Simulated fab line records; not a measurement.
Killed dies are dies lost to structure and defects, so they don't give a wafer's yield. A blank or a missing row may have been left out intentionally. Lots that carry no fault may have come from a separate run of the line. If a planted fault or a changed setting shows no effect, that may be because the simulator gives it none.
fab line records    flow gf180mcu
record: lots: 24  wafers: 72  last_day: 34
route steps=602 shown STI@1 POLY_GATE@174 V2@399 V3@452 V4@491 PASSIVATION@601
lots with no fault: from the same line, run without faults
start_h: hours from the record's first day to the start of the lot's first wafer shown    wait_h: hours since the lot's step before    " repeats the value in the row above    L1.1+2: a row that stands for several wafers    - no value, or no start was given    * or withheld: withheld    < > ~ a bound
route shown NAME@n: a module of which the file shows steps, and the number in the route of the first    usual: mean/standard deviation of fault-free wafers    same: alike in all rows    chamber/n: place in a boat    sites: readings site by site    _std_site: their standard deviation    _edge_site: inner sites' mean taken away from outer sites' mean    radius_mm: how far each site lies from the wafer's centre    mask NAME#n: copy n    behind: tool/chamber where the wafer was last shaped    hold: cause of the lot's hold/its duration in hours/its outcome    device: the n, p or np transistor that did not switch    end of line: the same wafers' tests at the end of the route    where a step has no rows: the recipe by itself    killed: dies that structure and defects cost at the first sort, which is not the same as the wafer's yield    map: per-die view of a wafer (x killed, . not killed, _ where there is no die)
set.NAME: the run value of the setting; set.NAME@STEP: its run value at that earlier step    model.NAME: the simulator's own value behind a step, which no gauge read
one table for each step of the route and one row for each wafer, over a sample of lots
services: a tool's chamber out of use, with start hour (start_h, from the record's first day; less than 0 if before it), hours out, and reason
== steps ==
step: GF_STI_BOW_MEAS_00
recipe: mode: bow
usual: INCOMING_BOW: 0/6.5
lot.wafer  tool           chamber  start_h  wait_h  INCOMING_BOW[um]
L074.3     film_metro-02  -        10.04    -       13
L074.5     "              -        "        "       -7
L074.6     "              -        "        "       -11
L075.1     film_metro-02  -        15.00    -       5
L075.2     "              -        "        "       -4
L075.5     "              -        "        "       -2
L076.1     film_metro-01  -        20.00    -       -1
L076.2     "              -        "        "       -2
L076.5     "              -        "        "       12
L077.1     film_metro-01  -        25.00    -       3
L077.3     "              -        "        "       3
L077.5     "              -        "        "       6
L078.2     film_metro-02  -        30.02    -       -8
L078.3     "              -        "        "       0
L078.5     "              -        "        "       -5
L079.1     film_metro-04  -        35.00    -       2
L079.3     "              -        "        "       -1
L079.6     "              -        "        "       -1
L080.2     film_metro-01  -        40.02    -       0
L080.5     "              -        "        "       -2
L080.6     "              -        "        "       2
L081.2     film_metro-01  -        45.02    -       -10
L081.4     "              -        "        "       -8
L081.6     "              -        "        "       -1
L082.1     film_metro-02  -        50.00    -       -1
L082.3     "              -        "        "       9
L082.6     "              -        "        "       7
L083.2     film_metro-02  -        55.02    -       6
L083.3     "              -        "        "       12
L083.6     "              -        "        "       3
L084.4     film_metro-04  -        60.06    -       -9
L084.5     "              -        "        "       16
L084.6     "              -        "        "       -7
L085.1     film_metro-02  -        65.03    -       -3
L085.3     "              -        "        "       1
L085.4     "              -        "        "       -1
L086.1     film_metro-04  -        70.00    -       -3
L086.2     "              -        "        "       -3
L086.3     "              -        "        "       5
L087.1     film_metro-02  -        75.00    -       -14
L087.3     "              -        "        "       -3
L087.6     "              -        "        "       2
L088.4     film_metro-04  -        80.06    -       0
L088.5     "              -        "        "       -6
L088.6     "              -        "        "       5
L089.3     film_metro-02  -        85.04    -       -5
L089.4     "              -        "        "       2
L089.6     "              -        "        "       3
L090.2     film_metro-02  -        90.02    -       -5
L090.3     "              -        "        "       8
L090.6     "              -        "        "       -9
L091.3     film_metro-04  -        95.04    -       -6
L091.5     "              -        "        "       -3
L091.6     "              -        "        "       -2
L092.3     film_metro-02  -        100.04   -       -7
L092.4     "              -        "        "       -8
L092.6     "              -        "        "       7
L093.1     film_metro-04  -        105.00   -       0
L093.5     "              -        "        "       13
L093.6     "              -        "        "       -18
L094.1     film_metro-04  -        110.00   -       -3
L094.2     "              -        "        "       -10
L094.4     "              -        "        "       3
L095.1     film_metro-04  -        115.00   -       -4
L095.4     "              -        "        "       -4
L095.5     "              -        "        "       -7
L096.2     film_metro-02  -        120.02   -       -9
L096.4     "              -        "        "       0
L096.5     "              -        "        "       6
L097.1     film_metro-01  -        125.00   -       2
L097.2     "              -        "        "       3
L097.3     "              -        "        "       11
step: GF_POLY_GATE_THK_MEAS_17
recipe: reads: SiO2_of_POLY_GATE_OXIDATION_16
usual: POLY_GATE_OXIDATION_THK: 4.01/0.078
lot.wafer  tool           chamber  start_h  wait_h  POLY_GATE_OXIDATION_THK[nm]
L074.3     film_metro-03  -        203.03   0.0     3.92
L074.5     "              -        "        "       3.79
L074.6     "              -        "        "       3.89
L075.1     film_metro-02  -        207.31   0.0     4.06
L075.2     "              -        "        "       4.05
L075.5     "              -        "        "       4.01
L076.1     film_metro-02  -        216.02   0.0     4.02
L076.2     "              -        "        "       4.01
L076.5     "              -        "        "       4.01
L077.1     film_metro-02  -        219.77   0.0     4.02
L077.3     "              -        "        "       3.92
L077.5     "              -        "        "       4.00
L078.2     film_metro-02  -        227.77   0.0     4.11
L078.3     "              -        "        "       4.01
L078.5     "              -        "        "       4.01
L079.1     film_metro-04  -        234.82   0.0     3.97
L079.3     "              -        "        "       4.03
L079.6     "              -        "        "       3.90
L080.2     film_metro-04  -        240.80   0.0     4.03
L080.5     "              -        "        "       4.09
L080.6     "              -        "        "       4.12
L081.2     film_metro-02  -        250.78   0.0     3.85
L081.4     "              -        "        "       3.91
L081.6     "              -        "        "       3.93
L082.1     film_metro-03  -        260.32   0.0     4.00
L082.3     "              -        "        "       3.93
L082.6     "              -        "        "       3.93
L083.2     film_metro-02  -        265.93   0.0     4.03
L083.3     "              -        "        "       4.02
L083.6     "              -        "        "       4.07
L084.4     film_metro-04  -        268.59   0.0     4.11
L084.5     "              -        "        "       4.07
L084.6     "              -        "        "       4.07
L085.1     film_metro-04  -        277.63   0.0     3.98
L085.3     "              -        "        "       3.97
L085.4     "              -        "        "       3.95
L086.1     film_metro-03  -        287.22   0.0     4.12
L086.2     "              -        "        "       4.05
L086.3     "              -        "        "       4.05
L087.1     film_metro-04  -        288.57   0.0     4.14
L087.3     "              -        "        "       4.17
L087.6     "              -        "        "       4.09
L088.4     film_metro-04  -        302.54   0.0     4.02
L088.5     "              -        "        "       4.10
L088.6     "              -        "        "       4.01
L089.3     film_metro-02  -        308.55   0.0     4.03
L089.4     "              -        "        "       4.07
L089.6     "              -        "        "       4.12
L090.2     film_metro-02  -        320.60   0.0     4.13
L090.3     "              -        "        "       4.08
L090.6     "              -        "        "       4.07
L091.3     film_metro-03  -        320.61   0.0     4.05
L091.5     "              -        "        "       4.10
L091.6     "              -        "        "       4.15
L092.3     film_metro-03  -        327.85   0.0     3.88
L092.4     "              -        "        "       3.81
L092.6     "              -        "        "       3.83
L093.1     film_metro-02  -        333.39   0.0     4.05
L093.5     "              -        "        "       4.03
L093.6     "              -        "        "       4.00
L094.1     film_metro-03  -        343.07   0.0     4.09
L094.2     "              -        "        "       4.11
L094.4     "              -        "        "       4.13
L095.1     film_metro-04  -        349.31   0.0     4.09
L095.4     "              -        "        "       4.01
L095.5     "              -        "        "       4.03
L096.2     film_metro-04  -        357.03   0.0     4.03
L096.4     "              -        "        "       3.87
L096.5     "              -        "        "       3.97
L097.1     film_metro-03  -        362.64   0.0     3.91
L097.2     "              -        "        "       4.11
L097.3     "              -        "        "       4.00
step: GF_V2_ETCH_17
recipe: chemistry: C4F8/O2/Ar  mask_material: KrF  target: SiO2  stop_on: TiN  source_w: 1500  bias_w: 1200  pressure_mtorr: 40  c4f8_flow_sccm: withheld  O2_flow_sccm: 6  Ar_flow_sccm: 300  time_s: withheld  target_depth_a: 6300
usual: oes_product_au: 0.855/0.0048
lot.wafer  tool         chamber  start_h  wait_h  oes_product_au
L074.3     rie_diel-01  1        -        -       0.860
L074.5     "            1        "        "       0.863
L074.6     "            0        "        "       0.857
L075.1     rie_diel-02  1        -        -       0.853
L075.2     "            3        "        "       0.849
L075.5     "            1        "        "       0.850
L076.1     rie_diel-02  2        -        -       0.862
L076.2     "            3        "        "       0.867
L076.5     "            0        "        "       0.848
L077.1     rie_diel-02  0        -        -       0.854
L077.3     "            3        "        "       0.849
L077.5     "            0        "        "       0.858
L078.2     rie_diel-03  3        -        -       0.851
L078.3     "            0        "        "       0.862
L078.5     "            3        "        "       0.859
L079.1     rie_diel-03  3        -        -       0.858
L079.3     "            1        "        "       0.857
L079.6     "            2        "        "       0.853
L080.2     rie_diel-01  3        -        -       0.849
L080.5     "            2        "        "       0.851
L080.6     "            1        "        "       0.855
L081.2     rie_diel-03  2        -        -       0.859
L081.4     "            3        "        "       0.861
L081.6     "            2        "        "       0.855
L082.1     rie_diel-01  2        -        -       0.864
L082.3     "            0        "        "       0.858
L082.6     "            3        "        "       0.856
L083.2     rie_diel-03  3        -        -       0.853
L083.3     "            0        "        "       0.854
L083.6     "            0        "        "       0.860
L084.4     rie_diel-01  3        -        -       0.857
L084.5     "            2        "        "       0.853
L084.6     "            0        "        "       0.862
L085.1     rie_diel-02  1        -        -       0.858
L085.3     "            3        "        "       0.856
L085.4     "            0        "        "       0.852
L086.1     rie_diel-03  1        -        -       0.864
L086.2     "            3        "        "       0.857
L086.3     "            0        "        "       0.858
L087.1     rie_diel-01  2        -        -       0.864
L087.3     "            3        "        "       0.852
L087.6     "            0        "        "       0.857
L088.4     rie_diel-03  0        -        -       0.859
L088.5     "            1        "        "       0.851
L088.6     "            0        "        "       0.852
L089.3     rie_diel-03  3        -        -       0.854
L089.4     "            2        "        "       0.850
L089.6     "            3        "        "       0.855
L090.2     rie_diel-01  1        -        -       0.854
L090.3     "            2        "        "       0.850
L090.6     "            3        "        "       0.857
L091.3     rie_diel-01  2        -        -       0.850
L091.5     "            0        "        "       0.849
L091.6     "            3        "        "       0.849
L092.3     rie_diel-02  3        -        -       0.854
L092.4     "            0        "        "       0.849
L092.6     "            1        "        "       0.855
L093.1     rie_diel-01  3        -        -       0.852
L093.5     "            2        "        "       0.857
L093.6     "            3        "        "       0.864
L094.1     rie_diel-01  2        -        -       0.854
L094.2     "            3        "        "       0.855
L094.4     "            2        "        "       0.857
L095.1     rie_diel-03  2        -        -       0.856
L095.4     "            1        "        "       0.855
L095.5     "            0        "        "       0.855
L096.2     rie_diel-01  1        -        -       0.855
L096.4     "            0        "        "       0.857
L096.5     "            0        "        "       0.853
L097.1     rie_diel-02  3        -        -       0.857
L097.2     "            0        "        "       0.854
L097.3     "            1        "        "       0.860
step: GF_V3_CVD_23
recipe: material: W  target_thk_nm: 350  time_s: 104.9  temp_c: 400  pressure_torr: 40
usual: heater_power_w: 871/140
lot.wafer  tool      chamber  start_h  wait_h  heater_power_w
L074.3     cvd_w-02  1        519.98   0.1     1063
L074.5     "         0        "        "       711
L074.6     "         1        "        "       1085
L075.1     cvd_w-02  1        523.15   0.0     1035
L075.2     "         0        "        "       734
L075.5     "         0        "        "       724
L076.1     cvd_w-01  1        535.17   0.0     754
L076.2     "         0        "        "       965
L076.5     "         1        "        "       742
L077.1     cvd_w-01  1        540.83   0.0     764
L077.3     "         0        "        "       950
L077.5     "         0        "        "       947
L078.2     cvd_w-02  1        547.50   0.0     1052
L078.3     "         0        "        "       695
L078.5     "         0        "        "       723
L079.1     cvd_w-02  1        558.28   0.0     1062
L079.3     "         1        "        "       1071
L079.6     "         0        "        "       700
L080.2     cvd_w-02  0        567.74   0.1     716
L080.5     "         0        "        "       718
L080.6     "         0        "        "       720
L081.2     cvd_w-02  1        578.37   0.0     1065
L081.4     "         0        "        "       729
L081.6     "         0        "        "       730
L082.1     cvd_w-02  0        591.62   0.0     728
L082.3     "         1        "        "       1028
L082.6     "         1        "        "       1052
L083.2     cvd_w-02  0        593.40   0.0     716
L083.3     "         1        "        "       1059
L083.6     "         1        "        "       1049
L084.4     cvd_w-02  1        600.35   0.1     1072
L084.5     "         1        "        "       1100
L084.6     "         0        "        "       739
L085.1     cvd_w-01  0        610.14   0.0     959
L085.3     "         1        "        "       781
L085.4     "         0        "        "       977
L086.1     cvd_w-01  0        618.53   0.0     935
L086.2     "         1        "        "       785
L086.3     "         0        "        "       944
L087.1     cvd_w-01  0        620.90   0.0     961
L087.3     "         0        "        "       926
L087.6     "         1        "        "       772
L088.4     cvd_w-01  1        634.19   0.1     773
L088.5     "         1        "        "       773
L088.6     "         0        "        "       967
L089.3     cvd_w-02  0        640.06   0.1     732
L089.4     "         1        "        "       1058
L089.6     "         0        "        "       748
L090.2     cvd_w-02  0        648.59   0.0     717
L090.3     "         0        "        "       714
L090.6     "         0        "        "       740
L091.3     cvd_w-01  1        650.96   0.1     767
L091.5     "         0        "        "       962
L091.6     "         1        "        "       776
L092.3     cvd_w-01  1        658.04   0.1     773
L092.4     "         0        "        "       961
L092.6     "         0        "        "       964
L093.1     cvd_w-02  0        662.64   0.0     717
L093.5     "         0        "        "       741
L093.6     "         1        "        "       1044
L094.1     cvd_w-01  1        670.79   0.0     778
L094.2     "         0        "        "       963
L094.4     "         0        "        "       968
L095.1     cvd_w-01  1        677.31   0.0     771
L095.4     "         1        "        "       762
L095.5     "         0        "        "       964
L096.2     cvd_w-01  1        685.52   0.0     763
L096.4     "         0        "        "       967
L096.5     "         0        "        "       966
L097.1     cvd_w-02  0        689.22   0.0     722
L097.2     "         1        "        "       1035
L097.3     "         0        "        "       730
step: GF_V4_OVL_MEAS_15
usual: V4_OVL: 1/4.9
lot.wafer  tool        chamber  start_h  wait_h  V4_OVL[nm]
L074.3     overlay-01  -        567.53   0.1     -4
L074.5     "           -        "        "       -5
L074.6     "           -        "        "       -4
L075.1     overlay-02  -        570.02   0.1     10
L075.2     "           -        "        "       0
L075.5     "           -        "        "       2
L076.1     overlay-02  -        581.87   0.1     1
L076.2     "           -        "        "       6
L076.5     "           -        "        "       -2
L077.1     overlay-01  -        587.27   0.1     0
L077.3     "           -        "        "       -1
L077.5     "           -        "        "       3
L078.2     overlay-01  -        593.72   0.1     -1
L078.3     "           -        "        "       3
L078.5     "           -        "        "       1
L079.1     overlay-02  -        603.82   0.1     3
L079.3     "           -        "        "       1
L079.6     "           -        "        "       5
L080.2     overlay-01  -        612.57   0.1     0
L080.5     "           -        "        "       1
L080.6     "           -        "        "       3
L081.2     overlay-01  -        621.73   0.1     1
L081.4     "           -        "        "       -8
L081.6     "           -        "        "       3
L082.1     overlay-02  -        634.67   0.1     0
L082.3     "           -        "        "       -7
L082.6     "           -        "        "       -4
L083.2     overlay-01  -        637.63   0.1     5
L083.3     "           -        "        "       2
L083.6     "           -        "        "       -3
L084.4     overlay-02  -        643.59   0.1     -5
L084.5     "           -        "        "       -1
L084.6     "           -        "        "       -4
L085.1     overlay-01  -        653.72   0.1     5
L085.3     "           -        "        "       8
L085.4     "           -        "        "       12
L086.1     overlay-02  -        660.82   0.1     2
L086.2     "           -        "        "       -1
L086.3     "           -        "        "       -8
L087.1     overlay-02  -        663.02   0.1     0
L087.3     "           -        "        "       6
L087.6     "           -        "        "       -6
L088.4     overlay-01  -        676.49   0.1     -1
L088.5     "           -        "        "       4
L088.6     "           -        "        "       2
L089.3     overlay-01  -        681.53   0.1     -1
L089.4     "           -        "        "       -1
L089.6     "           -        "        "       -2
L090.2     overlay-02  -        689.63   0.1     5
L090.3     "           -        "        "       5
L090.6     "           -        "        "       6
L091.3     overlay-02  -        692.38   0.1     4
L091.5     "           -        "        "       -2
L091.6     "           -        "        "       3
L092.3     overlay-01  -        698.73   0.1     11
L092.4     "           -        "        "       2
L092.6     "           -        "        "       2
L093.1     overlay-01  -        703.07   0.1     -3
L093.5     "           -        "        "       -5
L093.6     "           -        "        "       -7
L094.1     overlay-01  -        710.97   0.1     -4
L094.2     "           -        "        "       -6
L094.4     "           -        "        "       -8
L095.1     overlay-01  -        716.97   0.1     6
L095.4     "           -        "        "       1
L095.5     "           -        "        "       8
L096.2     overlay-02  -        723.97   0.1     -2
L096.4     "           -        "        "       0
L096.5     "           -        "        "       5
L097.1     overlay-02  -        728.32   0.1     0
L097.2     "           -        "        "       3
L097.3     "           -        "        "       0
step: GF_PASSIVATION_BOW_MEAS_14
recipe: mode: bow
usual: PASSIVATION_BOW: 140/12
lot.wafer  tool           chamber  start_h  wait_h  PASSIVATION_BOW[um]
L074.3     film_metro-02  -        678.83   0.0     152
L074.5     "              -        "        "       132
L074.6     "              -        "        "       125
L075.1     film_metro-03  -        680.29   0.0     149
L075.2     "              -        "        "       136
L075.5     "              -        "        "       141
L076.1     film_metro-01  -        690.24   0.0     145
L076.2     "              -        "        "       147
L076.5     "              -        "        "       163
L077.1     film_metro-01  -        693.61   0.0     140
L077.3     "              -        "        "       139
L077.5     "              -        "        "       145
L078.2     film_metro-02  -        700.51   0.0     137
L078.3     "              -        "        "       144
L078.5     "              -        "        "       140
L079.1     film_metro-01  -        708.61   0.0     153
L079.3     "              -        "        "       148
L079.6     "              -        "        "       152
L080.2     film_metro-01  -        717.48   0.0     143
L080.5     "              -        "        "       142
L080.6     "              -        "        "       147
L081.2     film_metro-01  -        726.06   0.0     138
L081.4     "              -        "        "       138
L081.6     "              -        "        "       146
L082.1     film_metro-03  -        736.74   0.0     137
L082.3     "              -        "        "       150
L082.6     "              -        "        "       146
L083.2     film_metro-02  -        740.03   0.0     163
L083.3     "              -        "        "       168
L083.6     "              -        "        "       162
L084.4     film_metro-03  -        744.34   0.1     126
L084.5     "              -        "        "       149
L084.6     "              -        "        "       128
L085.1     film_metro-01  -        752.14   0.0     124
L085.3     "              -        "        "       129
L085.4     "              -        "        "       127
L086.1     film_metro-03  -        757.64   0.0     142
L086.2     "              -        "        "       142
L086.3     "              -        "        "       148
L087.1     film_metro-02  -        762.19   0.0     122
L087.3     "              -        "        "       131
L087.6     "              -        "        "       136
L088.4     film_metro-02  -        772.02   0.1     140
L088.5     "              -        "        "       135
L088.6     "              -        "        "       145
L089.3     film_metro-02  -        776.48   0.0     132
L089.4     "              -        "        "       139
L089.6     "              -        "        "       140
L090.2     film_metro-03  -        783.61   0.0     140
L090.3     "              -        "        "       154
L090.6     "              -        "        "       135
L091.3     film_metro-03  -        784.63   0.0     113
L091.5     "              -        "        "       116
L091.6     "              -        "        "       115
L092.3     film_metro-03  -        792.00   0.0     128
L092.4     "              -        "        "       125
L092.6     "              -        "        "       143
L093.1     film_metro-02  -        794.91   0.0     132
L093.5     "              -        "        "       144
L093.6     "              -        "        "       113
L094.1     film_metro-02  -        801.59   0.0     155
L094.2     "              -        "        "       145
L094.4     "              -        "        "       161
L095.1     film_metro-03  -        804.74   0.0     114
L095.4     "              -        "        "       115
L095.5     "              -        "        "       111
L096.2     film_metro-01  -        811.57   0.0     139
L096.4     "              -        "        "       147
L096.5     "              -        "        "       152
L097.1     film_metro-02  -        814.54   0.0     140
L097.2     "              -        "        "       141
L097.3     "              -        "        "       149
== services ==
tool         chamber  start_h  hours  kind
rie_diel-02  0        446.07   8.8    repair
rie_diel-03  -        455.65   15.6   pm
rie_diel-01  -        483.47   17.3   repair
rie_diel-02  2        503.79   4.9    repair
rie_diel-01  1        527.00   32.6   repair
rie_diel-03  -        541.96   0.6    repair
rie_diel-03  3        553.54   5.7    repair
rie_diel-01  0        554.50   4.9    repair
cvd_w-02     1        564.72   4.3    repair
rie_diel-01  3        565.13   5.8    repair
rie_diel-01  1        580.11   4.4    repair
cvd_w-01     -        584.02   14.6   pm
rie_diel-02  2        589.43   4.3    repair
rie_diel-02  -        605.15   2.8    pm
rie_diel-02  2        612.95   9.3    repair
rie_diel-01  0        620.30   9.3    repair
rie_diel-01  3        632.60   2.4    repair
rie_diel-02  2        643.43   -      clean
rie_diel-02  2        643.43   25.3   scheduled_down
cvd_w-02     -        649.54   6.9    pm
rie_diel-03  -        667.44   1.3    repair
rie_diel-03  2        673.69   -      clean
rie_diel-03  2        673.69   17.9   scheduled_down
rie_diel-03  2        673.69   17.9   vent_cycle
== key ==
fault none
